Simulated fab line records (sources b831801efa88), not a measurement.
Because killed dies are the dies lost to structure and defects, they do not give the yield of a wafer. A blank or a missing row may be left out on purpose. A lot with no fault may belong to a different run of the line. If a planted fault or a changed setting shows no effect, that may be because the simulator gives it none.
fab line records ; flow sky130
[record] lots = 5; wafers = 15; last_day = 50
route steps=708 shown RES_XHIGH@334 SD_N@342
lots with no fault: from the same line, run without faults
start_h: the number of hours between the record's first day and the start of the first shown wafer of the lot ; wait_h: hours elapsed since this lot's preceding step ; " the same as in the row above ; L1.1+2: a single row standing in for several wafers ; - value missing, or start not given ; * or withheld: withheld ; < > ~ a bound
route shown NAME@n: names a module that has steps shown in the file, with the first one's number in the route ; usual: the fault-free wafers' mean and standard deviation ; same: alike in all rows ; chamber/n: place in a boat ; sites: readings site by site ; _std_site: the standard deviation of these ; _edge_site: outer sites' mean less inner sites' ; radius_mm: how far each site lies from the wafer's centre ; mask NAME#n: copy n ; behind: the tool/chamber that last shaped the wafer ; hold: what put the lot on hold/how long, in hours/how the hold closed ; device: which transistor (n, p or np) failed to switch ; end of line: tests run on the same wafers once the route is complete ; a step given without rows: its recipe and nothing more ; killed: not the wafer's yield, but the dies lost to structure and defects at the first sort ; map: shows each die of a wafer: x if killed, . if not, _ if none is there
set.NAME: setting as actually run; set.NAME@STEP: the setting as run at that earlier step ; model.NAME: the simulator's own value behind a step, which no gauge read
lots at selected steps of the route; one table per step, one row per wafer
services: the hour from which a tool's chamber was out of use, counted from the record's first day as start_h (under 0 if before that day), plus the number of hours and why
[[steps]]
[step SKY_RES_XHIGH_COAT_02]
[recipe] resist = NOVOLAK; spin_rpm = 3000; resist_thk_nm = 1140
[step SKY_RES_XHIGH_SOFTBAKE_03]
[recipe] temp_c = 90; time_s = 60; resist = NOVOLAK
[step SKY_RES_XHIGH_EXPOSE_04]
[recipe] mask_id = URPM; na = 0.6; source_shape = conventional; sigma_outer = 0.6; polarization = unpolarized; target_cd_nm = 1270; dose_mj = 140
[step SKY_RES_XHIGH_PEB_05]
[recipe] temp_c = withheld; time_s = *; resist = NOVOLAK
[step SKY_RES_XHIGH_DEVELOP_06]
[recipe] resist = NOVOLAK; developer = TMAH; develop_time_s = 60; dev_temp_c = 23
[step SKY_RES_XHIGH_IMPLANT_07]
[recipe] species = BF2; energy_kev = 20; dose_cm2 = 3.6e+14; tilt_deg = 0
[step SKY_RES_XHIGH_STRIP_08]
[recipe] chemistry = O2/N2; power_w = 1400; pressure_mtorr = 1500; platen_temp_c = withheld; o2_flow_sccm = 3000; n2_flow_sccm = 300; overash_fraction = 0.5
[usual] drypump_motor_current_A = 5.4/0.42; oes_product_au = 0.711/0.0046; strip_time_to_endpoint_s = 14.30/0.036
lot.wafer;tool;chamber;start_h;wait_h;drypump_motor_current_A;oes_product_au;rf_hours_counter_h;strip_time_to_endpoint_s
L347.1;plasma_asher-04;1;651.44;0.1;5.1;0.716;81;14.28
L347.3;plasma_asher-04;0;651.44;0.1;5.2;0.714;-;14.28
L347.5;plasma_asher-04;1;651.44;0.1;5.1;0.708;-;14.29
L349.4;plasma_asher-01;0;670.42;0.1;5.2;0.709;-;14.19
L349.5;plasma_asher-01;1;670.42;0.1;5.4;0.703;-;14.23
L349.6;plasma_asher-01;0;670.42;0.1;5.2;0.719;-;14.29
L352.2;plasma_asher-01;0;693.33;0.1;5.2;0.705;55;14.28
L352.4;plasma_asher-01;0;693.33;0.1;5.2;0.715;-;14.25
L352.6;plasma_asher-01;1;693.33;0.1;5.3;0.709;-;14.29
L359.2;plasma_asher-04;0;748.79;0.1;5.2;0.710;90;14.30
L359.5;plasma_asher-04;0;748.79;0.1;5.2;0.715;-;14.31
L359.6;plasma_asher-04;1;748.79;0.1;5.1;0.713;-;14.27
L365.1;plasma_asher-01;0;796.68;0.1;5.2;0.712;65;14.27
L365.3;plasma_asher-01;1;796.68;0.1;5.4;0.713;-;14.27
L365.5;plasma_asher-01;1;796.68;0.1;5.3;0.712;-;14.27
[step SKY_RES_XHIGH_TW_MEAS_09]
[usual] RES_XHIGH_TW = 1644/15
lot.wafer;tool;chamber;start_h;wait_h;RES_XHIGH_TW
L347.1;film_metro-02;-;651.54;0.1;1632
L347.3;film_metro-02;-;651.54;0.1;1621
L347.5;film_metro-02;-;651.54;0.1;1629
L349.4;film_metro-02;-;670.51;0.1;1628
L349.5;film_metro-02;-;670.51;0.1;1633
L349.6;film_metro-02;-;670.51;0.1;1642
L352.2;film_metro-02;-;693.44;0.1;1618
L352.4;film_metro-02;-;693.44;0.1;1627
L352.6;film_metro-02;-;693.44;0.1;1634
L359.2;film_metro-04;-;748.90;0.1;1647
L359.5;film_metro-04;-;748.90;0.1;1652
L359.6;film_metro-04;-;748.90;0.1;1652
L365.1;film_metro-03;-;796.78;0.1;1655
L365.3;film_metro-03;-;796.78;0.1;1660
L365.5;film_metro-03;-;796.78;0.1;1662
[step SKY_SD_N_DEHYDRATE_00]
[recipe] temp_c = 200; time_s = 60
[step SKY_SD_N_HMDS_01]
[recipe] prime_time_s = 60; prime_temp_c = 120
[step SKY_SD_N_COAT_02]
[recipe] resist = NOVOLAK; spin_rpm = 3000; resist_thk_nm = 1140
[step SKY_SD_N_SOFTBAKE_03]
[recipe] temp_c = 90; time_s = 60; resist = NOVOLAK
[step SKY_SD_N_EXPOSE_04]
[recipe] mask_id = NSDM; na = 0.6; source_shape = conventional; sigma_outer = 0.6; polarization = unpolarized; target_cd_nm = 380; dose_mj = 141
[usual] exposure_dose_mJ_cm2 = 140.98/0.14
lot.wafer;tool;chamber;start_h;wait_h;mask;exposure_dose_mJ_cm2
L347.1;iline_stepper-01;0;665.90;-;NSDM#0;140.68
L347.3;iline_stepper-01;0;665.90;-;NSDM#0;140.79
L347.5;iline_stepper-01;0;665.90;-;NSDM#0;140.85
L349.4;iline_stepper-02;0;684.82;-;NSDM_R1#0;141.03
L349.5;iline_stepper-02;0;684.82;-;NSDM_R1#0;140.82
L349.6;iline_stepper-02;0;684.82;-;NSDM_R1#0;140.91
L352.2;iline_stepper-02;0;707.50;-;NSDM#0;141.05
L352.4;iline_stepper-02;0;707.50;-;NSDM#0;141.20
L352.6;iline_stepper-02;0;707.50;-;NSDM#0;141.13
L359.2;iline_stepper-01;0;762.68;-;NSDM#0;140.83
L359.5;iline_stepper-01;0;762.68;-;NSDM#0;140.83
L359.6;iline_stepper-01;0;762.68;-;NSDM#0;140.88
L365.1;iline_stepper-02;0;810.51;-;NSDM#0;141.04
L365.3;iline_stepper-02;0;810.51;-;NSDM#0;140.88
L365.5;iline_stepper-02;0;810.51;-;NSDM#0;141.13
[step SKY_SD_N_PEB_05]
[recipe] temp_c = withheld; time_s = *; resist = NOVOLAK
[step SKY_SD_N_DEVELOP_06]
[recipe] resist = NOVOLAK; developer = TMAH; develop_time_s = 60; dev_temp_c = 23
[step SKY_SD_N_CD_MEAS_07]
[recipe] target_cd_nm = 380
[usual] cd_nm = 379.7/2.6
lot.wafer;tool;chamber;start_h;wait_h;cd_nm
L347.1;cd_sem-01;-;679.88;0.1;382.2
L347.3;cd_sem-01;-;679.88;0.1;382.3
L347.5;cd_sem-01;-;679.88;0.1;382.2
L349.4;cd_sem-01;-;698.98;0.1;333.7
L349.5;cd_sem-01;-;698.98;0.1;332.6
L349.6;cd_sem-01;-;698.98;0.1;333.9
L352.2;cd_sem-02;-;721.60;0.1;381.7
L352.4;cd_sem-02;-;721.60;0.1;383.0
L352.6;cd_sem-02;-;721.60;0.1;381.6
L359.2;cd_sem-02;-;775.10;0.1;383.2
L359.5;cd_sem-02;-;775.10;0.1;380.1
L359.6;cd_sem-02;-;775.10;0.1;381.8
L365.1;cd_sem-02;-;822.99;0.1;377.4
L365.3;cd_sem-02;-;822.99;0.1;377.6
L365.5;cd_sem-02;-;822.99;0.1;378.4
[step SKY_SD_N_OVL_MEAS_08]
[usual] SD_N_OVL = -0.1/1.6
lot.wafer;tool;chamber;start_h;wait_h;SD_N_OVL[nm]
L347.1;overlay-02;-;680.00;0.1;2.4
L347.3;overlay-02;-;680.00;0.1;-1.0
L347.5;overlay-02;-;680.00;0.1;-0.1
L349.4;overlay-01;-;699.06;0.1;3.4
L349.5;overlay-01;-;699.06;0.1;2.3
L349.6;overlay-01;-;699.06;0.1;1.1
L352.2;overlay-01;-;721.71;0.1;2.3
L352.4;overlay-01;-;721.71;0.1;1.0
L352.6;overlay-01;-;721.71;0.1;0.4
L359.2;overlay-01;-;775.21;0.1;0.1
L359.5;overlay-01;-;775.21;0.1;-0.4
L359.6;overlay-01;-;775.21;0.1;-0.8
L365.1;overlay-02;-;823.11;0.1;1.3
L365.3;overlay-02;-;823.11;0.1;1.5
L365.5;overlay-02;-;823.11;0.1;0.7
[[services]]
tool;chamber;start_h;hours;kind
iline_stepper-02;0;636.45;-;calibration
iline_stepper-02;-;649.26;10.6;repair
iline_stepper-01;0;653.77;-;calibration
iline_stepper-01;-;680.37;1.7;pm
plasma_asher-04;-;681.56;2.1;repair
iline_stepper-01;-;738.15;0.9;repair
iline_stepper-02;-;747.90;1.7;pm
plasma_asher-04;-;749.36;3.9;repair
iline_stepper-02;-;750.47;2.0;repair
iline_stepper-01;-;752.51;7.0;repair
iline_stepper-02;-;757.99;1.5;repair
[[key]]
[first_sign] step = SKY_SD_N_EXPOSE_04; reading = mask; direction = changed
[effect] step = SKY_SD_N_CD_MEAS_07; reading = cd_nm; direction = down; sigmas = 18; usual = 379.7; struck = 333.4
met_at SKY_SD_N_EXPOSE_04
struck_wafers L349.4,L349.5,L349.6
sort_left_out L349.4,L349.5,L349.6
tester_left_out L349
[fault] kind = wrong_mask; tool = any; chamber = -; onset_h = 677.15; steps = SKY_SD_N_EXPOSE_04; aux_copy = NSDM_R1#0; cd_offset_nm = -46; scope = struck_lots_only
// tester_left_out: of these lots the tester's yield and bins aren't shown, on N5 and GAA mostly nor the transistor test; their killed dies are dies lost to structure and defects alone, not to doping, threshold or leakage, so they don't give the yield
// sort_left_out: the simulated sort isn't trusted on such a fault, so these wafers' sort isn't shown, and their yield isn't known
